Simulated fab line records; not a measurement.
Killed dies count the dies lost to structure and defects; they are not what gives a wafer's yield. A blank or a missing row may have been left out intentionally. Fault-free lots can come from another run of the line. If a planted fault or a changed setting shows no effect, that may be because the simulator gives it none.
fab line records | flow sky130
record: lots: 6 | wafers: 18 | lastDay: 50
route steps=708 shown METAL1@441 PAD_OPEN@708
lots that met no fault: taken from a fault-free run of the same line
startH: the number of hours between the record's first day and the start of the first shown wafer of the lot | waitH: hours from the lot's prior step to this one | " the same as in the row above | L1.1+2: one row covering several wafers at once | - no value present, or no start provided | * or withheld: withheld | < > ~ a bound
route shown NAME@n: a module of which the file shows steps, and the number in the route of the first | usual: average and standard deviation across the fault-free wafers | same: alike in all rows | chamber/n: place in a boat | sites: the reading at each site | _std_site: the values' standard deviation | _edge_site: inner sites' mean taken away from outer sites' mean | radiusMm: how far each site lies from the wafer's centre | mask NAME#n: copy n | behind: the tool/chamber that last shaped the wafer | hold: cause of the lot's hold/its duration in hours/its outcome | device: transistor that didn't switch, given as n, p or np | end of line: at the end of the route, the tests of the same wafers | where a step has no rows: the recipe by itself | killed: dies that structure and defects cost at the first sort, which is not the same as the wafer's yield | map: the dies of a wafer, with x for killed, . for not killed, _ for no die there
set.NAME: the setting as run; set.NAME@STEP: as run at that earlier step | model.NAME: the simulator's own value behind a step, which no gauge read
lots seen at some steps along the route; tables by step, rows by wafer
services: from which hour (startH, from the record's first day; less than 0 if before it) a tool's chamber was out of use, for how many hours, and why
== steps ==
step: SKY_METAL1_DEHYDRATE_07
recipe: tempC: 200 | timeS: 60
step: SKY_METAL1_HMDS_08
recipe: primeTimeS: 60 | primeTempC: 120
step: SKY_METAL1_COAT_09
recipe: resist: BARC | tempC: withheld | timeS: withheld | spinRpm: 3000 | resistThkNm: 58.8
step: SKY_METAL1_COAT_10
recipe: resist: KrF-thick | spinRpm: 3000 | resistThkNm: 450
step: SKY_METAL1_SOFTBAKE_11
recipe: tempC: 100 | timeS: 90 | resist: KrF-thick
step: SKY_METAL1_EXPOSE_12
recipe: maskId: MM1 | na: 0.8 | sourceShape: annular | sigmaInner: 0.55 | sigmaOuter: 0.85 | targetCdNm: 140 | doseMj: 28
step: SKY_METAL1_PEB_13
recipe: pebTempC: withheld | pebTimeS: withheld | resist: KrF-thick
step: SKY_METAL1_DEVELOP_14
recipe: developTimeS: 60 | resist: KrF-thick | devTempC: 21
step: SKY_METAL1_CD_MEAS_15
recipe: targetCdNm: 140
usual: cdNm: 140.2/1.6
lot.wafer | tool     | chamber | startH | waitH | cdNm
L732.2    | cdSem-01 | -       | 758.17 | -     | 140.4
L732.5    | "        | -       | "      | "     | 138.4
L732.6    | "        | -       | "      | "     | 138.0
L741.3    | cdSem-02 | -       | 832.69 | -     | 140.1
L741.4    | "        | -       | "      | "     | 140.6
L741.5    | "        | -       | "      | "     | 140.9
L742.2    | cdSem-02 | -       | 835.07 | -     | 140.4
L742.5    | "        | -       | "      | "     | 139.7
L742.6    | "        | -       | "      | "     | 139.7
L744.2    | cdSem-01 | -       | 854.57 | -     | 141.1
L744.4    | "        | -       | "      | "     | 141.0
L744.5    | "        | -       | "      | "     | 140.9
L753.3    | cdSem-01 | -       | 916.89 | -     | 140.2
L753.5    | "        | -       | "      | "     | 139.2
L753.6    | "        | -       | "      | "     | 138.1
L754.2    | cdSem-02 | -       | 923.67 | -     | 141.2
L754.3    | "        | -       | "      | "     | 141.2
L754.6    | "        | -       | "      | "     | 142.7
step: SKY_METAL1_OVL_MEAS_16
usual: METAL1_OVL: -1/5.2
lot.wafer | tool       | chamber | startH | waitH | METAL1_OVL[nm]
L732.2    | overlay-01 | -       | 758.28 | 0.1   | -2
L732.5    | "          | -       | "      | "     | -2
L732.6    | "          | -       | "      | "     | -6
L741.3    | overlay-02 | -       | 832.78 | 0.1   | -11
L741.4    | "          | -       | "      | "     | -2
L741.5    | "          | -       | "      | "     | -4
L742.2    | overlay-02 | -       | 835.18 | 0.1   | 5
L742.5    | "          | -       | "      | "     | -3
L742.6    | "          | -       | "      | "     | 5
L744.2    | overlay-01 | -       | 854.68 | 0.1   | 5
L744.4    | "          | -       | "      | "     | 7
L744.5    | "          | -       | "      | "     | 1
L753.3    | overlay-01 | -       | 916.98 | 0.1   | -4
L753.5    | "          | -       | "      | "     | 1
L753.6    | "          | -       | "      | "     | -2
L754.2    | overlay-02 | -       | 923.78 | 0.1   | -1
L754.3    | "          | -       | "      | "     | -3
L754.6    | "          | -       | "      | "     | -4
step: SKY_METAL1_DESCUM_17
recipe: chemistry: O2 | sourcePowerW: 150 | biasPowerW: 0 | pressureMtorr: 10 | tempC: 40 | timeS: 8
usual: drypumpMotorCurrentA: 5.6/0.38 | oesProductAu: 0.999/0.0077 | tempC: 39.98/0.12
lot.wafer | tool        | chamber | startH | waitH | drypumpMotorCurrentA | oesProductAu | rfHoursCounterH | tempC
L732.2    | rieMetal-03 | 0       | 758.31 | 0.0   | 5.5                  | 0.991        | 2               | 39.96
L732.5    | "           | 1       | "      | "     | 5.7                  | 0.995        | -               | 40.05
L732.6    | "           | 0       | "      | "     | 5.5                  | 0.994        | -               | 39.91
L741.3    | rieMetal-02 | 1       | 832.82 | 0.0   | 5.7                  | 0.999        | -               | 39.93
L741.4    | "           | 0       | "      | "     | 5.0                  | 1.006        | -               | 40.01
L741.5    | "           | 1       | "      | "     | 5.7                  | 1.002        | -               | 39.82
L742.2    | rieMetal-03 | 1       | 835.21 | 0.0   | 5.7                  | 0.983        | 5               | 40.08
L742.5    | "           | 0       | "      | "     | 5.5                  | 0.979        | -               | 39.80
L742.6    | "           | 1       | "      | "     | 5.7                  | 0.988        | -               | 39.95
L744.2    | rieMetal-02 | 1       | 854.71 | 0.0   | 5.6                  | 1.002        | 4               | 40.00
L744.4    | "           | 0       | "      | "     | 5.1                  | 1.009        | -               | 40.03
L744.5    | "           | 1       | "      | "     | 5.7                  | 1.000        | -               | 40.07
L753.3    | rieMetal-02 | 0       | 917.02 | 0.0   | 5.1                  | 1.002        | -               | 39.76
L753.5    | "           | 1       | "      | "     | 5.6                  | 0.979        | -               | 39.94
L753.6    | "           | 0       | "      | "     | 5.1                  | 0.990        | -               | 39.85
L754.2    | rieMetal-02 | 0       | 923.81 | 0.0   | 5.0                  | 1.005        | 13              | 40.09
L754.3    | "           | 0       | "      | "     | 5.0                  | 0.998        | -               | 39.87
L754.6    | "           | 0       | "      | "     | 5.1                  | 1.003        | -               | 39.83
step: SKY_METAL1_ETCH_18
recipe: chemistry: N2/H2 | target: BARC | ionEnergyEv: 200 | biasW: 100 | pressureMtorr: 30 | n2FlowSccm: 100 | h2FlowSccm: 200 | icpW: 500 | stopOn: SiO2 | timeS: 45.9 | targetDepthA: 600
usual: drypumpMotorCurrentA: 5.7/0.38 | oesProductAu: 0.845/0.0045 | throttleValvePct: 13.223/0.0086
lot.wafer | tool        | chamber | startH | waitH | drypumpMotorCurrentA | oesProductAu | rfHoursCounterH | throttleValvePct
L732.2    | rieMetal-03 | 0       | 758.34 | 0.0   | 5.5                  | 0.844        | 2               | 13.222
L732.5    | "           | 1       | "      | "     | 5.7                  | 0.844        | -               | 13.207
L732.6    | "           | 0       | "      | "     | 5.5                  | 0.838        | -               | 13.223
L741.3    | rieMetal-02 | 1       | 832.86 | 0.0   | 5.7                  | 0.846        | -               | 13.232
L741.4    | "           | 0       | "      | "     | 5.1                  | 0.841        | -               | 13.211
L741.5    | "           | 1       | "      | "     | 5.7                  | 0.840        | -               | 13.225
L742.2    | rieMetal-03 | 1       | 835.24 | 0.0   | 5.7                  | 0.834        | 5               | 13.230
L742.5    | "           | 0       | "      | "     | 5.5                  | 0.844        | -               | 13.221
L742.6    | "           | 1       | "      | "     | 5.7                  | 0.850        | -               | 13.235
L744.2    | rieMetal-02 | 1       | 854.74 | 0.0   | 5.6                  | 0.845        | 4               | 13.220
L744.4    | "           | 0       | "      | "     | 5.1                  | 0.845        | -               | 13.231
L744.5    | "           | 1       | "      | "     | 5.6                  | 0.843        | -               | 13.212
L753.3    | rieMetal-02 | 0       | 917.06 | 0.0   | 5.1                  | 0.845        | -               | 13.222
L753.5    | "           | 1       | "      | "     | 5.6                  | 0.846        | -               | 13.212
L753.6    | "           | 0       | "      | "     | 5.0                  | 0.847        | -               | 13.223
L754.2    | rieMetal-02 | 0       | 923.84 | 0.0   | 5.1                  | 0.846        | 13              | 13.227
L754.3    | "           | 0       | "      | "     | 5.1                  | 0.840        | -               | 13.214
L754.6    | "           | 0       | "      | "     | 5.1                  | 0.840        | -               | 13.229
step: SKY_METAL1_METAL_ETCH_19
recipe: targetDepthA: 3600 | stopOn: SiO2 | overEtchFrac: 0.3 | timeS: 78 | chemistry: Cl2/BCl3 | resistSidewallDeg: 88 | pressureMtorr: 10 | icpW: 900 | biasW: 48.5 | Cl2_flow_sccm: 60 | bcl3FlowSccm: 30
usual: drypumpMotorCurrentA: 5.6/0.38 | oesProductAu: 0.855/0.0057 | overEtchFrac: 0.3/0 | throttleValvePct: 22.264/0.0097
lot.wafer | tool        | chamber | startH | waitH | drypumpMotorCurrentA | oesProductAu | overEtchFrac | rfHoursCounterH | throttleValvePct | model.KrF-thick_of_METAL1_COAT_10.thkNm | model.METAL1.cdNm | model.SiO2_of_CONTACT_HDPCVD_02.thkNm
L732.2    | rieMetal-03 | 0       | 758.40 | 0.0   | 5.4                  | 0.860        | 0.3          | 2               | 22.265           | 160.3                                   | 141.1             | 325.5
L732.5    | "           | 1       | "      | "     | 5.7                  | 0.864        | 0.3          | -               | 22.270           | 158.7                                   | 136.4             | 324.2
L732.6    | "           | 0       | "      | "     | 5.5                  | 0.853        | 0.3          | -               | 22.273           | 161.7                                   | 138.9             | 326.8
L741.3    | rieMetal-02 | 1       | 832.93 | 0.1   | 5.7                  | 0.853        | 0.3          | -               | 22.281           | 155.8                                   | 142.1             | 325.9
L741.4    | "           | 0       | "      | "     | 5.1                  | 0.855        | 0.3          | -               | 22.245           | 153.7                                   | 142.6             | 325.3
L741.5    | "           | 1       | "      | "     | 5.7                  | 0.775        | 0.523        | -               | 22.265           | 118.2                                   | 137.1             | 323.8
L742.2    | rieMetal-03 | 1       | 835.30 | 0.0   | 5.7                  | 0.853        | 0.3          | 5               | 22.268           | 162                                     | 137.9             | 324
L742.5    | "           | 0       | "      | "     | 5.5                  | 0.845        | 0.3          | -               | 22.266           | 164.7                                   | 141.3             | 325.2
L742.6    | "           | 1       | "      | "     | 5.7                  | 0.853        | 0.3          | -               | 22.269           | 162                                     | 137.5             | 326
L744.2    | rieMetal-02 | 1       | 854.80 | 0.0   | 5.6                  | 0.782        | 0.523        | 4               | 22.257           | 123.3                                   | 135.2             | 322.1
L744.4    | "           | 0       | "      | "     | 5.1                  | 0.845        | 0.3          | -               | 22.257           | 160.6                                   | 143.6             | 325.6
L744.5    | "           | 1       | "      | "     | 5.6                  | 0.785        | 0.523        | -               | 22.240           | 120.4                                   | 135.3             | 324
L753.3    | rieMetal-02 | 0       | 917.13 | 0.1   | 5.0                  | 0.857        | 0.3          | -               | 22.267           | 155.1                                   | 141.7             | 324.4
L753.5    | "           | 1       | "      | "     | 5.6                  | 0.857        | 0.3          | -               | 22.261           | 157.6                                   | 139.2             | 327
L753.6    | "           | 0       | "      | "     | 5.0                  | 0.854        | 0.3          | -               | 22.285           | 157.3                                   | 138               | 324.3
L754.2    | rieMetal-02 | 0       | 923.91 | 0.0   | 5.1                  | 0.858        | 0.3          | 13              | 22.247           | 152.7                                   | 144.2             | 323.8
L754.3    | "           | 0       | "      | "     | 5.0                  | 0.846        | 0.3          | -               | 22.272           | 153.6                                   | 144.4             | 323.2
L754.6    | "           | 0       | "      | "     | 5.0                  | 0.854        | 0.3          | -               | 22.269           | 153.5                                   | 144.8             | 323.8
step: SKY_METAL1_STRIP_20
recipe: chemistry: O2/N2 | powerW: 1400 | pressureMtorr: 1500 | platenTempC: withheld | o2FlowSccm: 3000 | n2FlowSccm: 300 | overashFraction: 0.5
usual: drypumpMotorCurrentA: 5.6/0.56 | oesProductAu: 0.342/0.0045 | stripTimeToEndpointS: 2.68/0.043
lot.wafer | tool           | chamber | startH | waitH | drypumpMotorCurrentA | oesProductAu | rfHoursCounterH | stripTimeToEndpointS
L732.2    | plasmaAsher-03 | 1       | 758.49 | 0.1   | 6.2                  | 0.338        | 38              | 2.70
L732.5    | "              | 1       | "      | "     | 6.1                  | 0.344        | -               | 2.67
L732.6    | "              | 0       | "      | "     | 5.9                  | 0.348        | -               | 2.71
L741.3    | plasmaAsher-02 | 0       | 833.03 | 0.1   | 5.5                  | 0.341        | -               | 2.64
L741.4    | "              | 1       | "      | "     | 4.9                  | 0.334        | -               | 2.63
L741.5    | "              | 0       | "      | "     | 5.5                  | 0.330        | -               | 2.22
L742.2    | plasmaAsher-02 | 1       | 835.39 | 0.1   | 4.9                  | 0.341        | 69              | 2.71
L742.5    | "              | 0       | "      | "     | 5.5                  | 0.347        | -               | 2.75
L742.6    | "              | 1       | "      | "     | 4.9                  | 0.339        | -               | 2.72
L744.2    | plasmaAsher-03 | 0       | 854.89 | 0.1   | 5.9                  | 0.321        | 43              | 2.27
L744.4    | "              | 1       | "      | "     | 6.2                  | 0.339        | -               | 2.68
L744.5    | "              | 1       | "      | "     | 6.2                  | 0.324        | -               | 2.26
L753.3    | plasmaAsher-02 | 0       | 917.23 | 0.1   | 5.5                  | 0.345        | -               | 2.66
L753.5    | "              | 1       | "      | "     | 4.9                  | 0.337        | -               | 2.67
L753.6    | "              | 0       | "      | "     | 5.5                  | 0.335        | -               | 2.66
L754.2    | plasmaAsher-03 | 1       | 924.00 | 0.1   | 6.1                  | 0.344        | 51              | 2.60
L754.3    | "              | 0       | "      | "     | 5.9                  | 0.338        | -               | 2.64
L754.6    | "              | 1       | "      | "     | 6.2                  | 0.343        | -               | 2.63
step: SKY_METAL1_STRIP_21
recipe: chemistry: postEtchResidueRemover | timeS: 1200 | tempC: 72.5
step: SKY_PAD_OPEN_PROBE_99
usual: defectLimitedYield: 82.3/2 | killed_at_M0_to_M3: 44/7.8 | killed_at_M4_up: 2.9/1.7 | killedAtContacts: 24/5.4 | killedAtFrontEnd: 15/4.5 | killedAtOther: 0.3/0.55 | killedDies: 87/10 | killedOnRim: 17/4.1 | killedOpen: 48/7.4 | killedShort: 39/5.9 | sort_bin_3_pad_short: 0.9/0.42 | sort_bin_5_function: 10.4/1.5 | sort_bin_6_memory: 6.4/1.2 | sortNPass: 405/10 | sortYieldPct: 82.3/2
same: grossDies: 492 | killedAtBackSide: 0 | sort_bin_4_leakage[%]: 0 | sort_bin_8_speed[%]: 0
lot.wafer | tool      | chamber | startH  | waitH | defectLimitedYield[%] | killed_at_M0_to_M3 | killed_at_M4_up | killedAtContacts | killedAtFrontEnd | killedAtOther | killedDies | killedOnRim | killedOpen | killedShort | sort_bin_3_pad_short[%] | sort_bin_5_function[%] | sort_bin_6_memory[%] | sortNPass | sortYieldPct[%]
L732.2    | prober-02 | -       | 1072.67 | 0.1   | 83.1                  | 44                 | 2               | 24               | 13               | 0             | 83         | 17          | 48         | 35          | 0.4                     | 10.2                   | 6.3                  | 409       | 83.1
L732.5    | prober-02 | -       | 1072.82 | 0.2   | 83.3                  | 44                 | 4               | 21               | 12               | 1             | 82         | 19          | 42         | 40          | 1.0                     | 9.3                    | 6.3                  | 410       | 83.3
L732.6    | prober-02 | -       | 1072.87 | 0.2   | 80.7                  | 45                 | 3               | 25               | 21               | 1             | 95         | 18          | 51         | 44          | 0.6                     | 11.6                   | 7.1                  | 397       | 80.7
L741.3    | prober-01 | -       | 1127.30 | 0.2   | 83.5                  | 38                 | 2               | 25               | 16               | 0             | 81         | 16          | 37         | 44          | 0.8                     | 10.2                   | 5.5                  | 411       | 83.5
L741.4    | prober-01 | -       | 1127.35 | 0.2   | 84.1                  | 40                 | 3               | 17               | 18               | 0             | 78         | 17          | 39         | 39          | 0                       | 12.0                   | 3.9                  | 414       | 84.1
L741.5    | prober-01 | -       | 1127.40 | 0.2   | 80.7                  | 56                 | 2               | 24               | 13               | 0             | 95         | 13          | 48         | 47          | 1.4                     | 10.8                   | 7.1                  | 397       | 80.7
L742.2    | prober-01 | -       | 1129.48 | 0.1   | 79.5                  | 56                 | 5               | 29               | 11               | 0             | 101        | 24          | 52         | 49          | 1.2                     | 11.2                   | 8.1                  | 391       | 79.5
L742.5    | prober-01 | -       | 1129.63 | 0.2   | 82.1                  | 42                 | 2               | 33               | 11               | 0             | 88         | 15          | 54         | 34          | 0.2                     | 11.0                   | 6.7                  | 404       | 82.1
L742.6    | prober-01 | -       | 1129.68 | 0.2   | 81.7                  | 36                 | 1               | 38               | 13               | 2             | 90         | 23          | 62         | 28          | 0.2                     | 13.0                   | 5.1                  | 402       | 81.7
L744.2    | prober-01 | -       | 1141.84 | 0.1   | 82.7                  | 47                 | 2               | 18               | 18               | 0             | 85         | 18          | 50         | 35          | 1.0                     | 9.6                    | 6.7                  | 407       | 82.7
L744.4    | prober-01 | -       | 1141.94 | 0.2   | 82.1                  | 43                 | 3               | 25               | 17               | 0             | 88         | 21          | 50         | 38          | 1.0                     | 11.4                   | 5.5                  | 404       | 82.1
L744.5    | prober-01 | -       | 1141.99 | 0.2   | 78.9                  | 49                 | 0               | 22               | 33               | 0             | 104        | 14          | 58         | 46          | 1.8                     | 10.4                   | 8.9                  | 388       | 78.9
L753.3    | prober-02 | -       | 1186.22 | 0.2   | 83.1                  | 39                 | 1               | 24               | 19               | 0             | 83         | 19          | 40         | 43          | 0.8                     | 10.6                   | 5.5                  | 409       | 83.1
L753.5    | prober-02 | -       | 1186.32 | 0.2   | 81.7                  | 42                 | 4               | 22               | 21               | 1             | 90         | 19          | 56         | 34          | 0.2                     | 11.8                   | 6.3                  | 402       | 81.7
L753.6    | prober-02 | -       | 1186.37 | 0.2   | 81.3                  | 42                 | 3               | 24               | 23               | 0             | 92         | 17          | 52         | 40          | 1.2                     | 10.6                   | 6.9                  | 400       | 81.3
L754.2    | prober-02 | -       | 1192.57 | 0.1   | 83.1                  | 46                 | 6               | 20               | 10               | 1             | 83         | 15          | 42         | 41          | 1.2                     | 10.8                   | 4.9                  | 409       | 83.1
L754.3    | prober-02 | -       | 1192.62 | 0.2   | 85.0                  | 32                 | 4               | 23               | 15               | 0             | 74         | 5           | 38         | 36          | 0.6                     | 9.1                    | 5.3                  | 418       | 85.0
L754.6    | prober-02 | -       | 1192.77 | 0.2   | 77.8                  | 66                 | 4               | 26               | 13               | 0             | 109        | 26          | 60         | 49          | 1.0                     | 12.0                   | 9.1                  | 383       | 77.8
killed by level:class
L732.2 VIA1:geometricParticle:open=12 LI_CONTACT:geometricParticle:open=11 CONTACT:geometricParticle:open=7 VIA2:geometricParticle:open=6 VIA1:geometricParticle:short=5 METAL1:geometricParticle:short=5 FIELD_ISO:geometricParticle:short=4 VIA2:geometricParticle:short=4
L732.5 CONTACT:geometricParticle:open=8 METAL1:geometricParticle:short=8 VIA1:geometricParticle:short=8 VIA1:geometricParticle:open=8 VIA2:geometricParticle:open=8 FIELD_ISO:geometricParticle:open=4 LI_CONTACT:geometricParticle:open=4 CONTACT:geometricParticle:short=4
L732.6 FIELD_ISO:geometricParticle:open=10 VIA1:geometricParticle:open=9 VIA2:geometricParticle:open=9 CONTACT:geometricParticle:short=8 LI_CONTACT:geometricParticle:open=6 CONTACT:geometricParticle:open=5 VIA2:geometricParticle:short=5 VIA1:geometricParticle:short=5
L741.3 VIA1:geometricParticle:open=11 CONTACT:geometricParticle:short=9 METAL2:geometricParticle:short=6 CONTACT:geometricParticle:open=6 VIA1:geometricParticle:short=6 FIELD_ISO:geometricParticle:open=4 LI_CONTACT:geometricParticle:open=4 METAL1:geometricParticle:short=4
L741.4 VIA1:geometricParticle:open=8 POLY_GATE:geometricParticle:open=6 METAL1:geometricParticle:short=6 FIELD_ISO:geometricParticle:short=5 FIELD_ISO:geometricParticle:open=5 VIA2:geometricParticle:open=5 LI_CONTACT:geometricParticle:short=4 METAL2:geometricParticle:short=4
L741.5 CONTACT:geometricParticle:open=11 VIA1:geometricParticle:open=11 VIA2:geometricParticle:open=10 METAL1:geometricParticle:short=8 VIA1:geometricParticle:short=7 POLY_GATE:geometricParticle:short=5 VIA3:geometricParticle:open=5 METAL2:geometricParticle:short=5
L742.2 VIA2:geometricParticle:open=16 VIA1:geometricParticle:open=8 METAL2:geometricParticle:short=8 LI_CONTACT:geometricParticle:open=7 LI_CONTACT:geometricParticle:short=7 CONTACT:geometricParticle:open=7 VIA3:geometricParticle:short=6 VIA1:geometricParticle:short=5
L742.5 LI_CONTACT:geometricParticle:open=11 VIA1:geometricParticle:open=11 CONTACT:geometricParticle:open=10 FIELD_ISO:geometricParticle:open=7 VIA2:geometricParticle:open=6 CONTACT:geometricParticle:short=5 LOCAL_INTERCONNECT:geometricParticle:short=5 METAL1:geometricParticle:short=4
L742.6 LI_CONTACT:geometricParticle:open=19 CONTACT:geometricParticle:open=12 VIA1:geometricParticle:open=11 VIA3:geometricParticle:open=8 FIELD_ISO:geometricParticle:short=5 METAL1:geometricParticle:short=5 CONTACT:geometricParticle:short=3 VIA1:geometricParticle:short=3
L744.2 VIA1:geometricParticle:open=12 CONTACT:geometricParticle:open=8 VIA3:geometricParticle:open=8 FIELD_ISO:geometricParticle:open=7 METAL1:geometricParticle:short=7 METAL2:geometricParticle:short=6 LOCAL_INTERCONNECT:geometricParticle:short=6 VIA2:geometricParticle:open=5
L744.4 CONTACT:geometricParticle:open=10 METAL2:geometricParticle:short=8 VIA2:geometricParticle:open=8 FIELD_ISO:geometricParticle:open=6 VIA3:geometricParticle:open=6 POLY_GATE:geometricParticle:open=5 LI_CONTACT:geometricParticle:open=5 VIA1:geometricParticle:short=5
L744.5 CONTACT:geometricParticle:open=14 VIA1:geometricParticle:open=14 FIELD_ISO:geometricParticle:open=10 FIELD_ISO:geometricParticle:short=9 METAL2:geometricParticle:short=8 VIA2:geometricParticle:open=5 METAL3:geometricParticle:short=5 POLY_GATE:geometricParticle:short=4
L753.3 LI_CONTACT:geometricParticle:open=8 VIA1:geometricParticle:open=7 METAL2:geometricParticle:short=7 LOCAL_INTERCONNECT:geometricParticle:short=6 CONTACT:geometricParticle:open=5 METAL1:geometricParticle:short=5 VIA2:geometricParticle:open=5 METAL3:geometricParticle:short=4
L753.5 VIA1:geometricParticle:open=11 LI_CONTACT:geometricParticle:open=10 CONTACT:geometricParticle:open=9 VIA2:geometricParticle:open=9 VIA3:geometricParticle:open=6 FIELD_ISO:geometricParticle:short=5 POLY_GATE:geometricParticle:short=4 METAL1:geometricParticle:short=4
L753.6 VIA1:geometricParticle:open=11 LI_CONTACT:geometricParticle:open=8 CONTACT:geometricParticle:open=7 METAL2:geometricParticle:short=7 POLY_GATE:geometricParticle:short=6 CONTACT:geometricParticle:short=5 VIA1:geometricParticle:short=5 METAL3:geometricParticle:short=5
L754.2 VIA3:geometricParticle:open=9 METAL2:geometricParticle:short=8 VIA2:geometricParticle:open=8 LI_CONTACT:geometricParticle:open=7 CONTACT:geometricParticle:open=6 FIELD_ISO:geometricParticle:short=5 VIA1:geometricParticle:open=5 METAL4:geometricParticle:short=5
L754.3 VIA1:geometricParticle:open=7 LI_CONTACT:geometricParticle:open=6 VIA3:geometricParticle:open=6 CONTACT:geometricParticle:short=5 CONTACT:geometricParticle:open=5 FIELD_ISO:geometricParticle:short=4 FIELD_ISO:geometricParticle:open=3 POLY_GATE:geometricParticle:open=3
L754.6 VIA3:geometricParticle:open=15 VIA1:geometricParticle:open=11 METAL2:geometricParticle:short=10 CONTACT:geometricParticle:open=8 LI_CONTACT:geometricParticle:open=7 VIA2:geometricParticle:open=7 VIA3:geometricParticle:short=7 LOCAL_INTERCONNECT:geometricParticle:short=5
== services ==
tool           | chamber | startH | hours | kind
rieMetal-02    | 1       | 738.40 | -     | clean
rieMetal-02    | 1       | 738.40 | 16.8  | scheduledDown
rieMetal-02    | 1       | 738.40 | 16.8  | ventCycle
plasmaAsher-03 | -       | 783.51 | 4.3   | pm
plasmaAsher-02 | -       | 784.06 | 0.3   | repair
plasmaAsher-03 | -       | 796.02 | 35.5  | repair
plasmaAsher-03 | -       | 798.37 | 3.5   | repair
rieMetal-03    | -       | 811.92 | 14.6  | pm
plasmaAsher-02 | -       | 830.58 | 1.3   | repair
plasmaAsher-03 | -       | 831.99 | 4.6   | repair
plasmaAsher-03 | -       | 911.29 | 0.5   | repair
plasmaAsher-02 | -       | 920.26 | 4.9   | repair
== key ==
firstSign: step: SKY_METAL1_METAL_ETCH_19 | reading: overEtchFrac | direction: up | sigmas: 99+ | usual: 0.3 | struck: 0.523
effect: step: SKY_METAL1_METAL_ETCH_19 | reading: oesProductAu | direction: down | sigmas: 13 | usual: 0.855 | struck: 0.781
effect: step: SKY_METAL1_STRIP_20 | reading: stripTimeToEndpointS | direction: down | sigmas: 9.8 | usual: * | struck: *
modelEffect: step: SKY_METAL1_METAL_ETCH_19 | value: KrF-thick_of_METAL1_COAT_10.thkNm | without: 160.4 | struck: 120.6
metAt SKY_METAL1_METAL_ETCH_19
struckWafers L741.5,L744.2,L744.5
fault: kind: processParameterDrift | tool: rieMetal-02 | chamber: - | onsetH: 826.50 | steps: SKY_METAL1_METAL_ETCH_19 | channel: overEtchFrac | offset: 0.223 | shape: step | endH: 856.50 | scope: struckWafersOnly | actsIn: theseRecipesOnly | stated: 0.3
